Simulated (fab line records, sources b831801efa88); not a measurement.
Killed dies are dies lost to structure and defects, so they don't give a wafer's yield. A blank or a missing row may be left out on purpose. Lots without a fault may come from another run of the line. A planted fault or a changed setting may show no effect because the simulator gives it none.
Tool commonality check | flow gf180mcu | 12 lots, 36 wafers sampled

WHY IT WAS OPENED
At GF_HV_LDD_THK_MEAS_55 the reading HV_LDD_CVD_54_THK is flagged on 1 of 12 lots. Wafers without a fault read 10.03 nm, standard deviation 0.14.
Rule: a lot is flagged when every wafer of it that has a number lies more than 4 standard deviations from that mean, or none has a number. The other lots count as sound.

lot  | measured     | on            | HV_LDD_CVD_54_THK (nm), wafer by wafer | flag
L974 | day 12 10:46 | film_metro-04 | 10.24 10.33 10.25                      |
L975 | day 12 19:13 | film_metro-03 | 10.17 10.27 10.06                      |
L976 | day 13 03:23 | film_metro-02 | 9.96 9.87 10.03                        |
L979 | day 13 22:01 | film_metro-02 | 9.90 10.01 10.09                       |
L984 | day 15 16:47 | film_metro-02 | 9.99 10.00 9.92                        |
L985 | day 16 06:37 | film_metro-04 | 7.24 7.19 7.35                         | FLAGGED
L987 | day 17 05:32 | film_metro-02 | 10.29 10.37 10.20                      |
L988 | day 17 07:10 | film_metro-03 | 10.16 10.08 10.14                      |
L994 | day 19 04:59 | film_metro-03 | 10.19 10.11 10.17                      |
L995 | day 19 14:36 | film_metro-03 | 9.87 9.86 9.75                         |
L996 | day 19 22:53 | film_metro-04 | 9.80 9.96 9.81                         |
L997 | day 20 09:38 | film_metro-02 | 10.13 10.01 10.13                      |
The numbers of the flagged lots are 7.26 nm on average: -2.77 nm against the usual, or -20 standard deviations.

WHICH TOOL RAN EACH LOT
The record holds 1 process step before the reading, out of a route of 602 steps. In each cell: the tool, then ch and the chambers that the sampled wafers went through, then the start.
lot  | flag    | GF_HV_LDD_CVD_54
L974 |         | lpcvd-02 ch 1, day 12 09:44
L975 |         | lpcvd-02 ch 0, day 12 18:11
L976 |         | lpcvd-02 ch 0, day 13 01:51
L979 |         | lpcvd-02 ch 0, day 13 20:59
L984 |         | lpcvd-01 ch 1, day 15 15:46
L985 | FLAGGED | lpcvd-02 ch 1, day 16 04:18
L987 |         | lpcvd-01 ch 0, day 17 04:31
L988 |         | lpcvd-01 ch 0, day 17 06:08
L994 |         | lpcvd-01 ch 1, day 19 03:58
L995 |         | lpcvd-02 ch 1, day 19 13:35
L996 |         | lpcvd-02 ch 1, day 19 21:21
L997 |         | lpcvd-01 ch 1, day 20 08:36
What these steps do:
- GF_HV_LDD_CVD_54: deposits SiO2 from TEOS, target thk 10 nm, time 75 s.
- GF_HV_LDD_THK_MEAS_55

FLAGGED OVER TOTAL, TOOL BY TOOL (the gauges that took the reading come last)
step                  | tool          | lots run | flagged | share of the flagged lots | sound lots run after its first flagged lot
GF_HV_LDD_CVD_54      | lpcvd-01      | 5        | 0       | none                      | -
GF_HV_LDD_CVD_54      | lpcvd-02      | 7        | 1       | all                       | 2 (L995,L996)
GF_HV_LDD_THK_MEAS_55 | film_metro-02 | 5        | 0       | none                      | -
GF_HV_LDD_THK_MEAS_55 | film_metro-03 | 4        | 0       | none                      | -
GF_HV_LDD_THK_MEAS_55 | film_metro-04 | 3        | 1       | all                       | 1 (L996)

WHAT THE TABLE ALLOWS
2 rows of the table ran every flagged lot: lpcvd-02 at GF_HV_LDD_CVD_54, film_metro-04 at GF_HV_LDD_THK_MEAS_55.
- lpcvd-02 at GF_HV_LDD_CVD_54: 1 of its 7 lots flagged. Sound lots ran on it after the first flagged one (L995, L996), which a lasting fault on the whole tool wouldn't allow.
- film_metro-04 at GF_HV_LDD_THK_MEAS_55: 1 of its 3 lots flagged. Sound lots ran on it after the first flagged one (L996), which a lasting fault on the whole tool wouldn't allow.
No row of the table ran every flagged lot and no sound lot after the first.

WHAT THE SIMULATOR HAD PUT IN
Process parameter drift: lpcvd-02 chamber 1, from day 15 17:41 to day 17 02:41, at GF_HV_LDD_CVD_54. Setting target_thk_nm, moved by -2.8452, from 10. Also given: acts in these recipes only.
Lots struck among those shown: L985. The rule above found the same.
